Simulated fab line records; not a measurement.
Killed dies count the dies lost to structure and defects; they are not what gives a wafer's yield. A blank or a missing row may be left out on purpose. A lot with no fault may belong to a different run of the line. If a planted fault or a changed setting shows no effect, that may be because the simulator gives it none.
Problem report, 8D (eight disciplines) form, completed by code	flow sfqLine	the parts of the form that need people (team, actions taken, sign-off) are left out

1. WHAT IS WRONG
Wafers without a fault read 200.1 nm, standard deviation 0.89; thkNm at SFQ_TRILAYER_I1_METRO_MEASURE_047 reads a mean of 215.0 nm on 2 wafers belonging to 2 lots. That puts it +17 standard deviations away from the usual mean.
First observed at day 22 14:05: wafer L649.3, on filmMetro-02. The record has a number at this step for 41 wafers belonging to 14 lots. The rule behind "out" and "out of limits": a value lying over 4 standard deviations away from the usual mean. The rest of the wafers with a number are treated as sound.

2. WHAT IT IS, AND WHAT IT ISN'T
question	is	is not
which readings at this step	thkNm	-
which lots	L649, L650	L634, L635, L638, L639, L641, L642, L643, L644, L645, L646, L648, L657
which wafers of those lots	L649.3, L650.5	L649.4, L649.6, L650.6
read on which tools	filmMetro-02	filmMetro-01, filmMetro-04
when	from day 22 14:05	up to then (35 sound wafers); but 4 sound wafers of L650, L657 came after

3. THE SUSPECTS, EACH WITH WHAT RULES IT OUT
Counting: any tool at a process step up to the reading remains a suspect provided it ran every lot that is out. Sound lots after the first of them don't rule it out here, since some wafers of a struck lot are sound.
- cmp-02 at SFQ_TRILAYER_I1_CMP_CMP_046 (polishes SiO2): kept. Every lot that is out went through it, the first being L649 (day 22 11:34); the last sound lot it ran before that was L648 (day 22 04:03).
- filmMetro-02 at SFQ_TRILAYER_I1_METRO_MEASURE_047: kept. Every lot that is out went through it, the first being L649 (day 22 14:05); the last sound lot it ran before that was L638 (day 19 07:29). On those wafers its own readings are out: thkNm.
Left after counting: cmp-02 at SFQ_TRILAYER_I1_CMP_CMP_046, filmMetro-02 at SFQ_TRILAYER_I1_METRO_MEASURE_047.

4. THE CAUSE (what the simulator had put in)
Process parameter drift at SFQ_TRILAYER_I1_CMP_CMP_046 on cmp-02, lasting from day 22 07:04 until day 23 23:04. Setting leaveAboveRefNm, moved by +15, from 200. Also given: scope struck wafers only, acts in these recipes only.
Counting left 2 suspects, and this tool is among them.

5. SEQUENCE OF EFFECTS, ordered by route
Rows list readings where the struck wafers' mean (over those with a number) sits beyond 3 standard deviations from the usual. Scope: only readings with a usual standard deviation given in the record; hours: median across lots of the time from each lot's start at the first step in this table that gives one to its start at this step; sigmas: change in usual standard deviations.
hours	step	reading	usual	on struck wafers	change	sigmas
0	SFQ_TRILAYER_I1_METRO_MEASURE_047	thkNm	200.1 nm	215.0	+14.9	+17
154	SFQ_TRILAYER_I1_VIA_ETCH_VIA_ETCH_052	oesProductAu	0.855 a.u.	0.891	+0.036	+6.4
Process steps it contains:
- SFQ_TRILAYER_I1_METRO_MEASURE_047
- SFQ_TRILAYER_I1_VIA_ETCH_VIA_ETCH_052: etches SiO2 in CHF3, stops on Nb, target depth 260 nm.
At these later measuring or inspecting steps, every struck wafer for which the step has a row has a number for every such reading, and none has moved that far: SFQ_I2_OVL_MEAS_918, SFQ_M3_RS_MEAS_919.

6. HOW IT WOULD HAVE BEEN CAUGHT EARLIER
The fault began at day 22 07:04; the first out-of-limits reading in this record came at day 22 14:05, 7 hours later.
Tool readings at SFQ_TRILAYER_I1_CMP_CMP_046 with a usual standard deviation given in the record: none out on any struck wafer, hence no alarm at a limit of 4 standard deviations on them.
Lots out: 2; of these, L650 started SFQ_TRILAYER_I1_CMP_CMP_046 on cmp-02 after day 22 14:05. Putting the tool on hold at that point would have spared it.
